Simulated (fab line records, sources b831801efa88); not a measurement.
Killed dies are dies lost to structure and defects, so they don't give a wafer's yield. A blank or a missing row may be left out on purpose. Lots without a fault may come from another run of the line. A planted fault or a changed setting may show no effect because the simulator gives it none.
Chamber matching | flow gf180mcu | GF_STI_CMP_25 on cmp-02: 4 sister chambers
The step polishes, stops on Si3N4, t overpolish 33 s, target thk 524.6 nm. 18 wafers are shown with their chamber, then 9 later ones without.

WAFERS WITH THEIR CHAMBER
wafer  | chamber | time_to_endpoint_s (s) | motor_current_A (A) | overpolish_run_s (s)
L951.4 | 3       | 130                    | 12.5                | 33.017
L951.5 | 1       | 129                    | 12.1                | 32.992
L951.6 | 0       | 136                    | 12.5                | 33.012
L952.2 | 0       | 131                    | 12.3                | 32.991
L952.3 | 1       | 122                    | 12.5                | 32.997
L952.4 | 3       | 127                    | 13.0                | 32.995
L953.2 | 0       | 132                    | 12.8                | 32.992
L953.4 | 1       | 127                    | 11.9                | 32.991
L953.6 | 1       | 128                    | 12.0                | 32.995
L959.2 | 2       | 121                    | 13.2                | 33.001
L959.3 | 1       | 123                    | 12.3                | 32.991
L959.5 | 1       | 124                    | 11.9                | 32.998
L960.1 | 0       | 130                    | 12.6                | 33.007
L960.3 | 1       | 124                    | 12.6                | 32.995
L960.5 | 2       | 119                    | 12.6                | 33.008
L966.2 | 0       | 139                    | 12.8                | 32.998
L966.4 | 3       | 129                    | 12.5                | 32.998
L966.5 | 1       | 131                    | 11.7                | 33.009

SIGNATURES (means of the wafers above)
reading            | chamber 0 | chamber 1 | chamber 2 | chamber 3 | scatter within a chamber
time_to_endpoint_s | 133.60    | 126.00    | 120.00    | 128.67    | 3.12
motor_current_A    | 12.600    | 12.125    | 12.900    | 12.667    | 0.295
overpolish_run_s   | 33.00000  | 32.99600  | 33.00450  | 33.00333  | 0.00799
Rule: a wafer's distance from a chamber is the root of the sum, over the readings, of the square of ((its reading less the chamber's mean) divided by the reading's scatter). The wafer belongs to the nearest chamber; if the next one is less than 2 further off, it can't be placed. The scatter: the root of (the sum of the squares of (reading less its chamber's mean) over the shown wafers, divided by (wafers less chambers)).

WAFERS WITHOUT THEIR CHAMBER
wafer  | time_to_endpoint_s (s) | motor_current_A (A) | overpolish_run_s (s)
L971.2 | 130                    | 12.2                | 33.001
L971.5 | 130                    | 12.6                | 33.015
L971.6 | 121                    | 12.2                | 32.993
L972.2 | 121                    | 11.9                | 33.003
L972.4 | 128                    | 12.7                | 32.996
L972.5 | 118                    | 12.2                | 33.010
L974.1 | 122                    | 12.3                | 33.003
L974.2 | 130                    | 13.5                | 33.010
L974.5 | 120                    | 12.1                | 33.006

WHICH CHAMBER EACH WENT THROUGH
wafer  | from the rows above               | in truth
L971.2 | can't be placed: 1 or 3 or 0      | 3
L971.5 | can't be placed: 3 or 0 or 1      | 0
L971.6 | can't be placed: 1 or 2 or 3      | 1
L972.2 | can't be placed: 1 or 2 or 3      | 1
L972.4 | can't be placed: 3 or 0 or 1 or 2 | 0
L972.5 | can't be placed: 2 or 1 or 3      | 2
L974.1 | can't be placed: 1 or 2 or 3      | 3
L974.2 | can't be placed: 3 or 0 or 2      | 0
L974.5 | can't be placed: 1 or 2 or 3      | 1
Placed correctly: 0 of 9. Can't be placed from these rows: 9 (the true chamber is among the candidates in 9). Placed wrongly: 0.
